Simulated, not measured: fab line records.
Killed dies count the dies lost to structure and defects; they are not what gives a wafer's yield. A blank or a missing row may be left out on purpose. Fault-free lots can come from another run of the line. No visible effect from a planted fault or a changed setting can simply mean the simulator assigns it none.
Which tool was responsible? | flow gf180mcu | 14 lots, 42 wafers sampled, at 4 steps of a route of 602

## WHAT THE GAUGES SHOWED, per wafer
GF_V4_THK_MEAS_03.
lot  | measured     | on            | V4_CVD_02_THK (nm)
L612 | day 23 13:59 | film metro-03 | 848 848 857
L615 | day 24 15:26 | film metro-01 | 815 834 824
L616 | day 25 05:12 | film metro-01 | 833 843 849
L618 | day 26 00:12 | film metro-02 | 848 852 854
L619 | day 26 05:38 | film metro-03 | 850 854 862
L620 | day 26 21:46 | film metro-02 | 829 832 841
L621 | day 27 01:09 | film metro-02 | 838 850 850
L625 | day 28 16:14 | film metro-02 | 836 650 846
L627 | day 28 21:41 | film metro-02 | 850 871 872
L629 | day 29 17:32 | film metro-03 | 641 842 857
L631 | day 29 20:03 | film metro-02 | 834 835 832
L632 | day 30 02:19 | film metro-01 | 849 852 854
L634 | day 30 18:02 | film metro-01 | 846 869 853
L635 | day 30 20:17 | film metro-02 | 841 849 858

## WHICH TOOL RAN EACH LOT (tool, then ch and the chambers of the sampled wafers, then the start)
lot  | GF_V3_ETCH_16                      | GF_V3_STRIP_18                       | GF_V4_CVD_02
L612 | rie diel-02 ch 0,1,2, day 22 12:52 | plasma asher-04 ch 0, day 22 12:59   | pecvd-01 ch 1,2, day 23 13:55
L615 | rie diel-02 ch 1,2,3, day 23 14:40 | plasma asher-02 ch 0,1, day 23 14:47 | pecvd-03 ch 0,2, day 24 15:22
L616 | rie diel-02 ch 0,2, day 24 03:37   | plasma asher-04 ch 1, day 24 03:44   | pecvd-03 ch 0,1, day 25 05:07
L618 | rie diel-04 ch 1,2,3, day 24 23:52 | plasma asher-04 ch 0,1, day 25 00:01 | pecvd-02 ch 0,2, day 26 00:07
L619 | rie diel-02 ch 1,2, day 25 05:43   | plasma asher-01 ch 0,1, day 25 05:50 | pecvd-01 ch 0,1,2, day 26 05:34
L620 | rie diel-02 ch 1,2, day 25 22:31   | plasma asher-04 ch 0,1, day 25 22:38 | pecvd-03 ch 0,1,2, day 26 21:41
L621 | rie diel-02 ch 1,2, day 26 01:49   | plasma asher-04 ch 0,1, day 26 01:56 | pecvd-02 ch 1,2, day 27 01:04
L625 | rie diel-04 ch 1,3, day 27 17:47   | plasma asher-01 ch 0,1, day 27 17:55 | pecvd-02 ch 0,1, day 28 16:10
L627 | rie diel-04 ch 1,2,3, day 27 23:28 | plasma asher-04 ch 1, day 27 23:35   | pecvd-01 ch 0,1,2, day 28 21:36
L629 | rie diel-03 ch 0,2,3, day 28 19:34 | plasma asher-04 ch 0,1, day 28 19:41 | pecvd-02 ch 1,2, day 29 17:28
L631 | rie diel-04 ch 2,3, day 28 22:35   | plasma asher-04 ch 0,1, day 28 22:43 | pecvd-03 ch 0,1,2, day 29 19:59
L632 | rie diel-02 ch 0,1, day 29 04:49   | plasma asher-02 ch 0,1, day 29 04:56 | pecvd-01 ch 1,2, day 30 02:14
L634 | rie diel-02 ch 0,1,3, day 29 20:32 | plasma asher-01 ch 0,1, day 29 20:42 | pecvd-01 ch 0,1,2, day 30 17:57
L635 | rie diel-02 ch 0,2, day 30 00:19   | plasma asher-01 ch 0,1, day 30 00:26 | pecvd-03 ch 0,2, day 30 20:13
- GF_V3_ETCH_16: etches BARC in N2/H2.
- GF_V3_STRIP_18: strips in O2/N2.
- GF_V4_CVD_02: deposits SiO2 from TEOS, target thk 850 nm, time 94.851 s.

## AS READ BY THE TOOLS THEMSELVES (means over the sampled wafers that have a number; for cases with no such wafer, the mark the record gives instead)
GF_V3_ETCH_16.
lot  | tool        | bias w (W) | drypump motor current A (A) | oes product au (a.u.) | rf fwd power W (W) | throttle valve pct (%)
L612 | rie diel-02 | 100.00     | 6.2                         | 0.857                 | 493.8              | 13.230
L615 | rie diel-02 | 99.92      | 6.0                         | 0.855                 | 495.5              | 13.222
L616 | rie diel-02 | 100.05     | 6.4                         | 0.854                 | 496.8              | 13.222
L618 | rie diel-04 | 100.06     | 5.7                         | 0.856                 | 495.2              | 13.221
L619 | rie diel-02 | 99.77      | 6.2                         | 0.856                 | 494.6              | 13.220
L620 | rie diel-02 | 99.76      | 6.2                         | 0.854                 | 496.2              | 13.229
L621 | rie diel-02 | 100.20     | 6.2                         | 0.852                 | 496.2              | 13.227
L625 | rie diel-04 | 99.98      | 6.0                         | 0.854                 | 497.2              | 13.228
L627 | rie diel-04 | 100.05     | 5.7                         | 0.850                 | 495.4              | 13.225
L629 | rie diel-03 | 100.03     | 5.8                         | 0.851                 | 496.7              | 13.228
L631 | rie diel-04 | 99.87      | 5.6                         | 0.860                 | 497.8              | 13.232
L632 | rie diel-02 | 100.09     | 6.0                         | 0.863                 | 493.6              | 13.216
L634 | rie diel-02 | 100.32     | 6.0                         | 0.861                 | 494.7              | 13.227
L635 | rie diel-02 | 99.98      | 6.5                         | 0.857                 | 498.1              | 13.227

GF_V3_STRIP_18.
lot  | tool            | drypump motor current A (A) | heater power w (W) | oes product au (a.u.)
L612 | plasma asher-04 | 5.2                         | 278                | 0.592
L615 | plasma asher-02 | 6.0                         | 337                | 0.590
L616 | plasma asher-04 | 5.8                         | 312                | 0.604
L618 | plasma asher-04 | 5.4                         | 289                | 0.597
L619 | plasma asher-01 | 5.5                         | 333                | 0.589
L620 | plasma asher-04 | 5.6                         | 303                | 0.593
L621 | plasma asher-04 | 5.4                         | 292                | 0.593
L625 | plasma asher-01 | 5.5                         | 334                | 0.592
L627 | plasma asher-04 | 5.8                         | 313                | 0.590
L629 | plasma asher-04 | 5.4                         | 290                | 0.594
L631 | plasma asher-04 | 5.4                         | 291                | 0.600
L632 | plasma asher-02 | 5.7                         | 313                | 0.589
L634 | plasma asher-01 | 5.9                         | 315                | 0.594
L635 | plasma asher-01 | 5.5                         | 329                | 0.600

GF_V4_CVD_02.
lot  | tool     | heater power outer w (W) | heater power w (W) | rf fwd power W (W)
L612 | pecvd-01 | 331                      | 591                | 598.4
L615 | pecvd-03 | 405                      | 693                | 598.6
L616 | pecvd-03 | 441                      | 729                | 598.2
L618 | pecvd-02 | 309                      | 536                | 598.2
L619 | pecvd-01 | 395                      | 692                | 596.9
L620 | pecvd-03 | 424                      | 702                | 596.4
L621 | pecvd-02 | 327                      | 627                | 597.3
L625 | pecvd-02 | 327                      | 553                | 598.4
L627 | pecvd-01 | 418                      | 729                | 596.4
L629 | pecvd-02 | 373                      | 663                | 596.6
L631 | pecvd-03 | 413                      | 694                | 596.7
L632 | pecvd-01 | 345                      | 630                | 597.1
L634 | pecvd-01 | 406                      | 692                | 597.5
L635 | pecvd-03 | 425                      | 719                | 595.0

## THE ANSWER, worked out from the rows above alone
Rule: the usual values come from the lots themselves. The widest of any qualifying gaps counts: lots, ordered by their means at a reading, are off when they make up no more than a third of the lots, leave a main group of 4 or more, and stand apart from it by 3 or more times the standard deviation of that group's means. A main group whose means are all the same, to the digits that the tables above print for the reading, isn't used. Also off: a lot with no number at a reading for which 4 or more lots have one. Where the step has rows for the other lots, those lots are counted as sound. After the gauges, taken in route order, come the tools' own readings; for these a lot's mean is taken, as printed above. The first step at which some lot is off is used, and at that step the reading that is off furthest; a lot without a number counts as furthest.
Off: L625, L629, at GF_V4_THK_MEAS_03 (V4_CVD_02_THK). The main group: mean 847 nm, standard deviation 11.
If a tool, at a process step before that reading, ran all the lots that are off and no sound lot after the first of them, it fits. Those tools and the gauges at GF_V4_THK_MEAS_03 are tried in the same way. One fits: pecvd-02 at GF_V4_CVD_02. A fault onset in the window from L621 (day 27 01:04, its last sound lot) to L625 (day 28 16:10, its first lot off) fits.

## WHAT HAD BEEN PUT IN BY THE SIMULATOR
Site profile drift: pecvd-02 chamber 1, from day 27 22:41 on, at GF_V4_CVD_02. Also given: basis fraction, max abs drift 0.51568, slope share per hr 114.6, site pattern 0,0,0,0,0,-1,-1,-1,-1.
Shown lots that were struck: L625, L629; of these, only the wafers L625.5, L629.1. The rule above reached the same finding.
